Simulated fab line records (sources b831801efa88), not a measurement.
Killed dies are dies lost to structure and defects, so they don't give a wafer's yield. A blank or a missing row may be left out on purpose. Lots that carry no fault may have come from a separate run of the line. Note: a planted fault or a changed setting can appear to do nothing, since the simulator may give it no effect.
A lot that was struck, set against a sound lot	flow gf180mcu	17 out of 602 route steps
Sound: the wafers L940.2, L940.5, L940.6. The struck wafers were L948.1, L948.2, L948.3. Last of all comes the cause.
Order at every step that has rows: each side's tool, ch and its chambers, its first start. Under that, the readings that differ: sound wafers	struck wafers	difference of the means	sigmas: that difference in standard deviations of wafers without a fault.
alike: readings whose means differ by less than 2 such deviations, and words and numbers that are the same on both sides. not compared: withheld readings, readings that some wafer has no value for, bounds like >300 that may hide the same value, and numbers for which the record gives no deviation and whose values overlap.
The two part at a step that has a row with sigmas, a row that says differs or no value, or rows on one side only. When numbers do not overlap yet have no deviation, they are printed without sigmas and do not part them. A reading missing from all wafers of one side parts the sides only when that side holds two or more wafers.

first, 2 steps without rows for these wafers: GF_NSD_PEB_05; GF_NSD_DEVELOP_06 (develop time 60 s).
GF_NSD_CD_MEAS_07 targets a cd of 400 nm.
  sound: cd-sem-02 at day 13 08:05; struck: cd-sem-02 at day 16 02:38
reading	sound	struck	difference	sigmas
cd-nm (nm)	403.6 401.3 403.1	394.2 396.6 394.4	-7.6	-3
GF_NSD_OVL_MEAS_08:
  sound: overlay-01 at day 13 08:12; struck: overlay-01 at day 16 02:45
  alike: NSD_OVL
then, 2 steps without rows for these wafers: GF_NSD_IMPLANT_09; GF_NSD_IMPLANT_10.
GF_NSD_STRIP_11: strips in O2/N2.
  sound on plasma-asher-03 ch 0,1, day 13 08:32; struck on plasma-asher-01 ch 0,1, day 16 03:05
  alike: drypump-motor-current-A, heater-power-w, oes-product-au, platen-temp-c, strip-time-to-endpoint-s
  not compared: rf-hours-counter-h
GF_NSD_TW_MEAS_12:
  sound: film-metro-04 at day 13 08:38; struck: film-metro-01 at day 16 03:11
  alike: NSD_TW
then, 4 steps without rows for these wafers: GF_PSD_DEHYDRATE_00 (time 60 s); GF_PSD_HMDS_01 (prime time 60 s); GF_PSD_COAT_02 (resist thk 1000 nm); GF_PSD_SOFTBAKE_03 (time 60 s).
GF_PSD_EXPOSE_04: exposes mask Pplus, target cd 400 nm.
  sound on iline-stepper-01 ch 0, day 13 18:51; struck on iline-stepper-02 ch 0, day 16 14:54
reading	sound	struck	difference	sigmas
mask	Pplus#0 Pplus#0 Pplus#0	Pplus_R1#0 Pplus_R1#0 Pplus_R1#0	differs	
then, 2 steps without rows for these wafers: GF_PSD_PEB_05; GF_PSD_DEVELOP_06 (develop time 60 s).
GF_PSD_CD_MEAS_07 targets a cd of 400 nm.
  sound: cd-sem-01 at day 14 04:54; struck: cd-sem-02 at day 17 02:55
reading	sound	struck	difference	sigmas
cd-nm (nm)	398.1 399.1 397.2	315.3 315.3 314.3	-83.2	-36
  not compared: hold
GF_PSD_OVL_MEAS_08:
  sound: overlay-02 at day 14 05:00; struck: overlay-02 at day 17 08:53
reading	sound	struck	difference	sigmas
hold	- - -	await-dispo/5.8h/release await-dispo/5.8h/release await-dispo/5.8h/release	no value on the sound wafers	
  alike: PSD_OVL

WHERE THEY PART
First at GF_NSD_CD_MEAS_07; last, within this record, at GF_PSD_OVL_MEAS_08.

WHY: whatever the simulator had introduced
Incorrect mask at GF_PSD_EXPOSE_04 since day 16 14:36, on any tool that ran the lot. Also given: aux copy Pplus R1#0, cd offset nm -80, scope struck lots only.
